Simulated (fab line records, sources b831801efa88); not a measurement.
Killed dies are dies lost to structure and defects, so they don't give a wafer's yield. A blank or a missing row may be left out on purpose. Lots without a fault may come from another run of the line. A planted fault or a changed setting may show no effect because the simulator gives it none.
A struck lot beside a sound one | flow gf180mcu | 14 steps out of a route of 602
Sound: wafers L334.2, L334.3, L334.6. Struck: wafers L349.2, L349.4, L349.5. The cause comes at the end.
At each step with rows: each side's tool, then ch and its chambers, then its first start. Under that, the readings that differ: sound wafers | struck wafers | difference of the means | sigmas: that difference in standard deviations of wafers without a fault.
alike: readings whose means differ by less than 2 such deviations, and words and numbers that are the same on both sides. not compared: withheld readings, readings that some wafer has no value for, bounds like >300 that may hide the same value, and numbers for which the record gives no deviation and whose values overlap.
The two part at a step that has a row with sigmas, a row that says differs or no value, or rows on one side only. Numbers that don't overlap but have no deviation are shown without sigmas and don't part them. A reading that every wafer of one side lacks parts them only if that side has two wafers or more.

GF_M1_SPUTTER_01: material TiN, target thk 30 nm, time 25 s.
  sound on pvd_sputter-01, day 18 16:59; struck on pvd_sputter-04, day 23 17:22
  alike: throttle_valve_pct
GF_M1_SPUTTER_02: material AlCu, target thk 450 nm, time 23.9 s.
  sound on pvd_sputter-01, day 18 17:01; struck on pvd_sputter-04, day 23 17:24
  alike: throttle_valve_pct
GF_M1_SPUTTER_03: material Ti, target thk 10 nm, time 6.7 s.
  sound on pvd_sputter-01, day 18 17:02; struck on pvd_sputter-04, day 23 17:26
  alike: throttle_valve_pct
GF_M1_SPUTTER_04: material TiN, target thk 50 nm, time 41.7 s.
  sound on pvd_sputter-01, day 18 17:04; struck on pvd_sputter-04, day 23 17:27
  alike: throttle_valve_pct
GF_M1_RS_MEAS_05: measures by four-point-probe.
  sound on film_metro-03, day 18 17:07; struck on film_metro-02, day 23 17:31
  alike: M1_ALCU_RS
GF_M1_THK_MEAS_06: measures by xrf.
  sound on film_metro-03, day 18 17:14; struck on film_metro-02, day 23 17:37
  alike: M1_ALCU_THK
then, 6 steps without rows for these wafers: GF_M1_DEHYDRATE_07 (time 60 s); GF_M1_HMDS_08 (prime time 60 s); GF_M1_COAT_09 (resist thk 1000 nm); GF_M1_SOFTBAKE_10 (time 60 s); GF_M1_EXPOSE_11 (exposes mask Metal1, target cd 230 nm); GF_M1_PEB_12 (peb time 90 s).
GF_M1_DEVELOP_13: develop time 60 s.
  sound on litho_track-02 ch 0, day 19 22:26; struck on litho_track-04, day 24 15:45
  no value came back on the struck wafers for chill_plate_temp_C (C), develop_time_s (s); on the sound wafers chill_plate_temp_C (C) reads 23.13 23.15 22.99
  reading                             | sound             | struck           | difference | sigmas
  model.KrF_of_M1_COAT_09.thk_nm (nm) | 985.4 984.6 985.5 | 997.9 1000 999.1 | +13.8      |
GF_M1_CD_MEAS_14: target cd 230 nm.
  sound on cd_sem-01, day 19 22:35; struck on cd_sem-02, day 24 15:53
  reading    | sound             | struck | difference                    | sigmas
  cd_nm (nm) | 227.8 227.9 229.7 | - - -  | no value on the struck wafers |

WHERE THEY PART
First at GF_M1_DEVELOP_13; last, within this record, at GF_M1_CD_MEAS_14.

WHY: what the simulator had put in
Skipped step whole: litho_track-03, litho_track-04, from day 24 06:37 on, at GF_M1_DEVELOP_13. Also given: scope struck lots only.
